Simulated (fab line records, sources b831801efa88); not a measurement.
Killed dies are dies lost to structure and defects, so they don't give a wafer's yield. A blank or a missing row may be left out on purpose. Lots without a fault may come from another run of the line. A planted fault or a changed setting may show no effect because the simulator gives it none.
A struck lot beside a sound one | flow sky130 | 17 steps out of a route of 708
Sound: wafers L831.3, L831.4, L831.5. Struck: wafers L844.2, L844.5, L844.6. The cause comes at the end.
At each step with rows: each side's tool, then ch and its chambers, then its first start. Under that, the readings that differ: sound wafers | struck wafers | difference of the means | sigmas: that difference in standard deviations of wafers without a fault.
alike: readings whose means differ by less than 2 such deviations, and words and numbers that are the same on both sides. not compared: withheld readings, readings that some wafer has no value for, bounds like >300 that may hide the same value, and numbers for which the record gives no deviation and whose values overlap.
The two part at a step that has a row with sigmas, a row that says differs or no value, or rows on one side only. Numbers that don't overlap but have no deviation are shown without sigmas and don't part them. A reading that every wafer of one side lacks parts them only if that side has two wafers or more.

SKY_VT_ADJUST_LVTN_OVL_MEAS_07:
  sound on overlay-02, day 8 09:01; struck on overlay-02, day 12 05:07
  alike: VT_ADJUST_LVTN_OVL
then, 1 step without rows for these wafers: SKY_VT_ADJUST_LVTN_IMPLANT_08.
SKY_VT_ADJUST_LVTN_STRIP_09: strips in O2/N2.
  sound on plasma_asher-03 ch 0,1, day 8 09:14; struck on plasma_asher-04 ch 0,1, day 12 05:18
  reading               | sound             | struck            | difference | sigmas
  oes_product_au (a.u.) | 0.728 0.725 0.729 | 0.721 0.719 0.710 | -0.011     | -2
  alike: chamber_pressure_mTorr, drypump_motor_current_A, strip_time_to_endpoint_s
  not compared: rf_hours_counter_h
SKY_VT_ADJUST_LVTN_TW_MEAS_10:
  sound on film_metro-03, day 8 09:19; struck on film_metro-02, day 12 05:25
  alike: VT_ADJUST_LVTN_TW
then, 7 steps without rows for these wafers: SKY_VT_ADJUST_LVTN_DEHYDRATE_11 (time 60 s); SKY_VT_ADJUST_LVTN_HMDS_12 (prime time 60 s); SKY_VT_ADJUST_LVTN_COAT_13 (resist thk 1140 nm); SKY_VT_ADJUST_LVTN_SOFTBAKE_14 (time 60 s); SKY_VT_ADJUST_LVTN_EXPOSE_15 (exposes mask HVN STD DERIVED, target cd 600 nm); SKY_VT_ADJUST_LVTN_PEB_16; SKY_VT_ADJUST_LVTN_DEVELOP_17 (develop time 60 s).
SKY_VT_ADJUST_LVTN_OVL_MEAS_18:
  sound on overlay-01, day 9 05:55; struck on overlay-02, day 13 05:37
  alike: VT_ADJUST_LVTN_01_OVL
SKY_VT_ADJUST_LVTN_IMPLANT_19:
  sound on implanter-02 ch 0, day 9 06:00; struck on implanter-02 ch 0, day 13 05:40
  reading            | sound           | struck            | difference | sigmas
  beam_on_s (s)      | 9.97 10.02 9.82 | 13.13 13.52 13.53 | +3.46      | +17
  faraday_current_uA | 3.69 3.66 3.73  | 2.79 2.70 2.70    | -0.96      | -14
SKY_VT_ADJUST_LVTN_STRIP_20: strips in O2/N2.
  sound on plasma_asher-02 ch 0,1, day 9 06:08; struck on plasma_asher-02 ch 0,1, day 13 05:48
  alike: chamber_pressure_mTorr, drypump_motor_current_A, oes_product_au, strip_time_to_endpoint_s
  not compared: rf_hours_counter_h
SKY_VT_ADJUST_LVTN_TW_MEAS_21:
  sound on film_metro-03, day 9 06:13; struck on film_metro-04, day 13 05:55
  reading             | sound             | struck            | difference | sigmas
  VT_ADJUST_LVTN_2_TW | 191.7 190.8 190.7 | 201.7 201.9 200.7 | +10.4      | +5
then, 1 step without rows for these wafers: SKY_VT_ADJUST_NCORE_DEHYDRATE_00 (time 60 s).
-- the record jumps here: 37 days lie between the struck wafers' starts before and after (it left off in module VT_ADJUST_NCORE and takes up again in module PAD_OPEN, whose first step shown is number 708 of the route) --
SKY_PAD_OPEN_PROBE_99:
  sound on prober-01, day 47 03:17; struck on prober-02, day 50 05:55
  reading                                    | sound                | struck               | difference | sigmas
  model.etest.res_pwell_under_gate.rs_ohm_sq | 2284 2279 2297       | 2240 2230 2252       | -46        |
  model.etest.nfet_g5v0d10v5.body_rise_v (V) | 0.6651 0.6629 0.6707 | 0.7032 0.7098 0.7059 | +0.0401    |
  model.etest.nfet_16v.body_rise_v (V)       | 0.662 0.6596 0.6651  | 0.6985 0.7048 0.7026 | +0.0397    |
  model.etest.nfet_g5v0d10v5.vt_sat_v (V)    | 0.7559 0.7586 0.7633 | 0.7969 0.7953 0.8031 | +0.0392    |
  alike: killed_at_M0_to_M3, killed_at_M4_up, killed_at_contacts, killed_at_front_end, killed_at_other, killed_dies, killed_open, killed_short

WHERE THEY PART
First at SKY_VT_ADJUST_LVTN_STRIP_09; last, within this record, at SKY_VT_ADJUST_LVTN_TW_MEAS_21. Later steps at which nothing parts them and some readings are alike: SKY_PAD_OPEN_PROBE_99.

WHY: what the simulator had put in
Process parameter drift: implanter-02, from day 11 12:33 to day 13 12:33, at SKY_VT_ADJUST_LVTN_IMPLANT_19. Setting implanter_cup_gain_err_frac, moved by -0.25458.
